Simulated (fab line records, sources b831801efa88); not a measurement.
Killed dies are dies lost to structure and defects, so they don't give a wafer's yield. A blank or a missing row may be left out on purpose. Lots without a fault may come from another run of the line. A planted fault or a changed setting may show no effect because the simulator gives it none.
Problem report in the 8D (eight disciplines) form, filled by code | flow sky130 | the parts of the form that need people (team, actions taken, sign-off) are left out

1. THE PROBLEM
killed_at_M0_to_M3 at SKY_PAD_OPEN_PROBE_99 reads a mean of 82 on 1 wafer of 1 lot; wafers without a fault read 44 with a standard deviation of 7.5. That is +5.1 standard deviations from the usual mean.
First seen on wafer L671.6, day 47 19:23, on prober-02. The record holds 24 wafers of 8 lots with a number at this step. Rule for "out", or "out of limits": more than 4 standard deviations from the usual mean. The other wafers with a number count as sound.

2. WHAT IT IS AND WHAT IT IS NOT
question                    | is                 | is not
which readings at this step | killed_at_M0_to_M3 | killed_at_M4_up, killed_at_contacts, killed_at_front_end, killed_at_other, killed_short, sort_bin_6_memory
which lots                  | L671               | L664, L666, L667, L681, L682, L683, L684
which wafers of those lots  | L671.6             | L671.4, L671.5
read on which tools         | prober-02          | prober-01
when                        | from day 47 19:23  | up to then (11 sound wafers); but 12 sound wafers of L681, L682, L683, L684 came after

3. SUSPECTS, AND WHAT RULES EACH OUT
Counting: a tool at a process step up to the reading stays a suspect if it ran every lot that is out. Sound lots after the first of them don't rule it out here, since some wafers of a struck lot are sound.
- pvd_sputter-04 at SKY_VIA2_SPUTTER_20 (material TiN, target thk 20 nm, time 80 s): kept. It ran the lot that is out, L671 (day 38 19:25); its last sound lot up to then is L667 (day 37 12:10).
- rie_metal-03 at SKY_METAL4_ETCH_16 (etches BARC in N2/H2, stops on SiO2, time 88.2 s, target depth 60 nm): kept. It ran the lot that is out, L671 (day 44 00:34); its last sound lot up to then is L667 (day 42 19:23).
- rie_diel-04 at SKY_VIA4_ETCH_12 (etches SiO2 in C4F8/O2/Ar, stops on TiN, target depth 580 nm): kept. It ran the lot that is out, L671 (day 45 00:04); its last sound lot up to then is L666 (day 43 17:16).
- rie_diel-03 at SKY_PAD_OPEN_ETCH_07 (etches the open film in CF4/O2, stops on AlCu, target depth 725 nm, time 161.1 s): kept. It ran the lot that is out, L671 (day 47 16:49); its last sound lot up to then is L666 (day 46 12:02).
- prober-02 at SKY_PAD_OPEN_PROBE_99: kept. It ran the lot that is out, L671 (day 47 19:17); its last sound lot up to then is L666 (day 46 14:22). Its own readings are out on those wafers: killed_at_M0_to_M3.
- Within rie_diel-04 at SKY_VIA4_ETCH_12: the wafers that are out ran in chamber 2; their sound lot-mates ran in chambers 1, 3.
- Within rie_diel-03 at SKY_PAD_OPEN_ETCH_07: the wafers that are out ran in chamber 1; their sound lot-mates ran in chambers 0, 2.
Left after counting: pvd_sputter-04 at SKY_VIA2_SPUTTER_20, rie_metal-03 at SKY_METAL4_ETCH_16, rie_diel-04 at SKY_VIA4_ETCH_12, rie_diel-03 at SKY_PAD_OPEN_ETCH_07, prober-02 at SKY_PAD_OPEN_PROBE_99.

4. THE CAUSE (what the simulator had put in)
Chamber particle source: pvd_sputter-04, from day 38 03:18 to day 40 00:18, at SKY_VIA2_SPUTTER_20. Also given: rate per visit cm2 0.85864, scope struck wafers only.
Counting left 5 suspects, and this tool is among them.

5. THE CHAIN OF EFFECTS, in route order
Each row: a reading whose mean over the struck wafers that have a number lies more than 3 standard deviations from the usual. Only readings for which the record gives a usual standard deviation are gone through. hours: the time from each lot's start at the first step in this table that gives one to its start at this step, as a median over the lots. sigmas: the change in usual standard deviations.
hours | step                  | reading              | usual | on struck wafers | change | sigmas
0     | SKY_PAD_OPEN_PROBE_99 | killed_at_M0_to_M3   | 44    | 82               | +38    | +5.1
0     | SKY_PAD_OPEN_PROBE_99 | killed_dies          | 85    | 116              | +31    | +3.1
0     | SKY_PAD_OPEN_PROBE_99 | sort_bin_3_pad_short | 0.8 % | 2.2              | +1.4   | +3.4
0     | SKY_PAD_OPEN_PROBE_99 | sort_n_pass          | 407   | 376              | -31    | -3.1
The process steps in it:
- SKY_PAD_OPEN_PROBE_99

6. WHAT WOULD HAVE CAUGHT IT SOONER
In this record the first reading out of limits was taken at day 47 19:23, 232 hours after the fault began at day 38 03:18.
Of the tool readings at SKY_VIA2_SPUTTER_20 for which the record gives a usual standard deviation, none was out on any struck wafer, so an alarm limit of 4 standard deviations on them would not have fired.
All the lots that are out (1) had begun SKY_VIA2_SPUTTER_20 on pvd_sputter-04 by day 47 19:23. A hold on the tool at that time would have spared none of them.
